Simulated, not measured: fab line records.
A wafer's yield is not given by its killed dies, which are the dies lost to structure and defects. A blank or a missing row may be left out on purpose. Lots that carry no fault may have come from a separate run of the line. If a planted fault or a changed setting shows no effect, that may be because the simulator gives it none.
One fault through the eyes of 2 desks + flow sky130 + every desk sees just its own numbers, and what lay behind them comes last

AT THE METROLOGY DESK
What the gauges read, lot by lot, whatever tool the lot ran on: means of the sampled wafers that have a number. A lot is out of limits, marked OUT, if its mean lies more than 4 standard deviations from the usual mean; the brackets give that distance.
Columns: A = VT_ADJUST_LVTN_01_OVL at SKY_VT_ADJUST_LVTN_OVL_MEAS_18, usual -0.6 nm; B = SONOS_TUNNEL_OVL at SKY_SONOS_TUNNEL_OVL_MEAS_08, usual -1.0 nm; C = GATE_OXIDE_OXIDATION_00_THK at SKY_GATE_OXIDE_THK_MEAS_02, usual 10.31 nm
| lot  | first seen here | A    | B    | C               |
|------|-----------------|------|------|-----------------|
| L502 | day 7 19:53     | -0.7 | -2.2 | 10.30           |
| L504 | day 8 10:13     | -2.3 | 1.0  | 10.44           |
| L505 | day 8 11:49     | -1.2 | -0.5 | 10.19           |
| L506 | day 8 23:24     | -1.4 | -2.5 | 10.26           |
| L508 | day 9 06:04     | -2.2 | 0.3  | 10.39           |
| L514 | day 11 01:52    | 1.0  | -2.1 | 9.63            |
| L516 | day 11 12:40    | -2.7 | -2.1 | 9.45 (-4.8) OUT |
| L517 | day 11 19:25    | -0.8 | -2.4 | 10.26           |
| L523 | day 14 04:22    | 2.6  | -1.3 | 10.62           |
| L525 | day 14 17:04    | 1.5  | -1.5 | 10.44           |
| L524 | day 14 18:07    | -1.9 | -1.5 | 10.46           |
This desk's result: L516 out of limits, first on L516 (GATE_OXIDE_OXIDATION_00_THK at SKY_GATE_OXIDE_THK_MEAS_02), day 17 10:35. L502, L504, L505, L506, L508, L514, L517, L523, L525, L524: within limits.

AT THE TOOL OWNER'S DESK: furnace-01
The tool's own readings at SKY_GATE_OXIDE_OXIDATION_01 (stabilise 600 s, purge 300 s, target thk 10.268 nm): means of the sampled wafers that have a number, for each lot that ran on this tool. A lot is out of limits, marked OUT, if its mean lies more than 4 standard deviations from the usual mean; the brackets give that distance. It has 9 readings, of which 7 appear: the earliest out of limits, and the ones furthest out on some lot.
Columns: A = spike_tc_bottom_C at SKY_GATE_OXIDE_OXIDATION_01, usual 920.3 C; B = spike_tc_centre_C at SKY_GATE_OXIDE_OXIDATION_01, usual 900.0 C; C = spike_tc_lower_C at SKY_GATE_OXIDE_OXIDATION_01, usual 900.1 C; D = spike_tc_top_C at SKY_GATE_OXIDE_OXIDATION_01, usual 907.3 C; E = spike_tc_upper_C at SKY_GATE_OXIDE_OXIDATION_01, usual 899.9 C; F = tube_center_temp_C at SKY_GATE_OXIDE_OXIDATION_01, usual 900 C; G = tube_center_temp_C_max at SKY_GATE_OXIDE_OXIDATION_01, usual 902.3
| lot  | first seen here | A                | B                | C                | D                | E                | F             | G               |
|------|-----------------|------------------|------------------|------------------|------------------|------------------|---------------|-----------------|
| L504 | day 13 11:40    | 920.0            | 901.3            | 900.2            | 907.5            | 900.5            | 900           | 902.6           |
| L505 | day 13 11:40    | 920.7            | 900.6            | 900.0            | 907.5            | 901.2            | 900           | 902.6           |
| L508 | day 14 11:37    | 919.9            | 900.2            | 899.5            | 906.6            | 900.3            | 900           | 902.1           |
| L514 | day 16 17:53    | 914.5 (-5.2) OUT | 894.8 (-4.0) OUT | 894.2 (-4.9) OUT | 901.0 (-5.8) OUT | 895.0            | 894 (-84) OUT | 896.2 (-16) OUT |
| L516 | day 17 09:10    | 913.9 (-5.8) OUT | 894.4 (-4.3) OUT | 892.5 (-6.3) OUT | 900.6 (-6.1) OUT | 894.5 (-4.2) OUT | 894 (-84) OUT | 896.1 (-16) OUT |
| L525 | day 21 01:08    | 920.2            | 901.3            | 899.6            | 908.0            | 899.8            | 900           | 902.1           |
| L524 | day 21 02:54    | 920.3            | 900.7            | 899.4            | 907.3            | 899.9            | 900           | 902.4           |
This desk finds L514, L516 out of limits, L514 being first, at day 16 17:53 (spike_tc_bottom_C at SKY_GATE_OXIDE_OXIDATION_01). L504, L505, L508, L525, L524: within limits.

BROUGHT TOGETHER
An alarm could have come from the tool owner's desk at day 16 17:53, on L514, L516.
The metrology desk could have raised an alarm at day 17 10:35, on L516.
The metrology desk holds a record of L514, inside its limits.
The lots listed all ran SKY_GATE_OXIDE_OXIDATION_01 on furnace-01.

WHAT THE SIMULATOR PUT IN
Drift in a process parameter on furnace-01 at SKY_GATE_OXIDE_OXIDATION_01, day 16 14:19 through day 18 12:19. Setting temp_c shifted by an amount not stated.
Shown lots that were struck: L514, L516.
Delay (hours) between the fault's onset and each desk's first out-of-limits reading: 4 at the tool owner's desk, 20 at the metrology desk.
